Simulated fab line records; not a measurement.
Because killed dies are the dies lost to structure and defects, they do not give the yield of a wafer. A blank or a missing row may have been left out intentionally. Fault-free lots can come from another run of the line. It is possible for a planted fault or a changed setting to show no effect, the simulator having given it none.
Which tool was responsible? ; flow gf180mcu ; 14 lots with 42 wafers sampled at 4 steps, on a route of 602 steps

WHAT EACH GAUGE READ, for each wafer
GF_V1_CD_MEAS_14: target cd 260 nm.
lot;measured;on;cd_nm (nm)
L178;day 18 18:19;cd_sem-01;262.0 261.8 262.4
L179;day 19 04:20;cd_sem-02;261.1 262.4 262.1
L180;day 19 11:19;cd_sem-01;260.1 261.3 261.3
L181;day 19 21:22;cd_sem-01;260.2 259.7 258.7
L183;day 20 20:36;cd_sem-01;261.2 260.9 261.5
L184;day 21 04:34;cd_sem-02;262.1 262.3 262.1
L187;day 22 14:20;cd_sem-02;259.7 260.0 258.6
L192;day 24 08:37;cd_sem-02;258.7 257.8 259.9
L193;day 24 10:19;cd_sem-02;- - -
L194;day 24 15:58;cd_sem-01;- - -
L195;day 24 21:34;cd_sem-01;259.8 260.5 258.1
L197;day 25 12:36;cd_sem-01;258.2 257.5 257.5
L198;day 25 18:29;cd_sem-01;259.8 260.4 260.4
L199;day 26 05:47;cd_sem-02;258.6 260.2 260.9

WHAT TOOL EACH LOT RAN ON (gives the tool, then ch and the chambers of the sampled wafers, and finally the start)
lot;GF_M1_SPUTTER_04;GF_V1_CMP_04;GF_V1_EXPOSE_11
L178;pvd_sputter-03, day 16 18:28;cmp-01 ch 0,2, day 17 18:46;krf_scanner-01 ch 0, day 18 06:55
L179;pvd_sputter-04, day 17 04:24;cmp-02 ch 2,3, day 18 04:17;krf_scanner-02 ch 0, day 18 16:32
L180;pvd_sputter-04, day 17 10:59;cmp-02 ch 0,2,3, day 18 11:44;krf_scanner-02 ch 0, day 18 23:55
L181;pvd_sputter-03, day 17 19:29;cmp-02 ch 0,1, day 18 20:32;krf_scanner-02 ch 0, day 19 09:07
L183;pvd_sputter-04, day 18 18:07;cmp-02 ch 1,3, day 19 19:49;krf_scanner-02 ch 0, day 20 08:31
L184;pvd_sputter-04, day 19 02:27;cmp-02 ch 0,1,2, day 20 03:38;krf_scanner-01 ch 0, day 20 16:20
L187;pvd_sputter-02, day 20 14:05;cmp-01 ch 0,1,3, day 21 14:52;krf_scanner-02 ch 0, day 22 03:19
L192;pvd_sputter-03, day 22 09:06;cmp-01 ch 0,1,3, day 23 09:37;krf_scanner-01 ch 0, day 23 21:25
L193;pvd_sputter-03, day 22 11:56;cmp-02 ch 0,3, day 23 12:09;krf_scanner-01, day 23 23:29
L194;pvd_sputter-03, day 22 17:24;cmp-01 ch 0,1,3, day 23 17:46;krf_scanner-01, day 24 05:19
L195;pvd_sputter-03, day 22 23:32;cmp-02 ch 0,1,3, day 23 23:13;krf_scanner-01 ch 0, day 24 10:51
L197;pvd_sputter-04, day 23 14:55;cmp-02 ch 1,2,3, day 24 14:34;krf_scanner-01 ch 0, day 25 01:29
L198;pvd_sputter-03, day 23 21:43;cmp-01 ch 0,3, day 24 20:46;krf_scanner-02 ch 0, day 25 08:15
L199;pvd_sputter-03, day 24 09:00;cmp-01 ch 1,2,3, day 25 08:23;krf_scanner-02 ch 0, day 25 19:34
- GF_M1_SPUTTER_04: material TiN, target thk 50 nm, time 41.7 s.
- GF_V1_CMP_04: polishes SiO2.
- GF_V1_EXPOSE_11: exposes mask Via1, target cd 260 nm.

AS READ BY THE TOOLS THEMSELVES (means over the sampled wafers that have a number; for cases with no such wafer, the mark the record gives instead)
GF_M1_SPUTTER_04.
lot;tool;throttle_valve_pct (%)
L178;pvd_sputter-03;29.1
L179;pvd_sputter-04;29.6
L180;pvd_sputter-04;30.0
L181;pvd_sputter-03;29.2
L183;pvd_sputter-04;29.7
L184;pvd_sputter-04;29.9
L187;pvd_sputter-02;31.1
L192;pvd_sputter-03;30.6
L193;pvd_sputter-03;29.7
L194;pvd_sputter-03;30.8
L195;pvd_sputter-03;30.4
L197;pvd_sputter-04;30.0
L198;pvd_sputter-03;29.6
L199;pvd_sputter-03;30.3

GF_V1_CMP_04.
lot;tool;motor_current_A (A);platen_rpm (rpm);time_to_endpoint_s (s)
L178;cmp-01;11.7;60.03;74
L179;cmp-02;13.2;59.99;79
L180;cmp-02;13.1;60.02;74
L181;cmp-02;11.2;60.03;81
L183;cmp-02;11.1;59.99;83
L184;cmp-02;12.8;59.91;74
L187;cmp-01;12.2;60.02;73
L192;cmp-01;13.2;59.97;84
L193;cmp-02;13.2;59.99;83
L194;cmp-01;12.6;60.06;76
L195;cmp-02;11.9;60.02;75
L197;cmp-02;12.3;60.01;64
L198;cmp-01;12.1;60.04;83
L199;cmp-01;12.3;60.01;71

GF_V1_EXPOSE_11.
lot;tool;exposure_dose_mJ_cm2;focus_offset_nm (nm);reticle_temp_C (C);stage_vel_mm_s (mm/s)
L178;krf_scanner-01;37.96;0.1;23.07;500.26
L179;krf_scanner-02;37.95;-0.2;23.05;500.17
L180;krf_scanner-02;38.03;0.4;23.02;500.03
L181;krf_scanner-02;37.94;0.2;22.99;500.09
L183;krf_scanner-02;38.00;-0.6;22.94;499.97
L184;krf_scanner-01;37.98;0.4;23.02;500.16
L187;krf_scanner-02;37.99;0.0;23.04;499.82
L192;krf_scanner-01;37.94;-0.5;22.84;500.02
L193;krf_scanner-01;-;-;-;-
L194;krf_scanner-01;-;-;-;-
L195;krf_scanner-01;37.93;0.2;22.94;499.98
L197;krf_scanner-01;37.92;-0.5;23.14;500.05
L198;krf_scanner-02;37.95;-0.1;22.88;499.67
L199;krf_scanner-02;38.00;0.4;23.10;499.94

THE ANSWER, worked out from the rows above alone
Rule: the lots themselves supply what counts as usual. The widest of any qualifying gaps counts: lots, ordered by their means at a reading, are off when they make up no more than a third of the lots, leave a main group of 4 or more, and stand apart from it by 3 or more times the standard deviation of that group's means. A main group whose means are all the same, to the digits that the tables above print for the reading, isn't used. A lot without any number at a reading at which 4 lots or more have one is off too. All remaining lots with rows at the step are treated as sound. Order of review: gauges by route order, followed by the tools' own readings, for which a lot's mean as printed above is used. At the first step where some lot is off, the reading lying furthest off is the one used; lots without a number count as furthest.
Off at GF_V1_CD_MEAS_14 (cd_nm): L193, L194. Without a number there: L193, L194. Mean 260.3 nm and standard deviation 1.3 in the main group.
If a tool, at a process step before that reading, ran all the lots that are off and no sound lot after the first of them, it fits. Not tried: the gauges at GF_V1_CD_MEAS_14; whatever is off there is also off at GF_V1_EXPOSE_11, on other tools, and gauge error can't account for it. None of those tried fits.

WHAT THE SIMULATOR PUT IN
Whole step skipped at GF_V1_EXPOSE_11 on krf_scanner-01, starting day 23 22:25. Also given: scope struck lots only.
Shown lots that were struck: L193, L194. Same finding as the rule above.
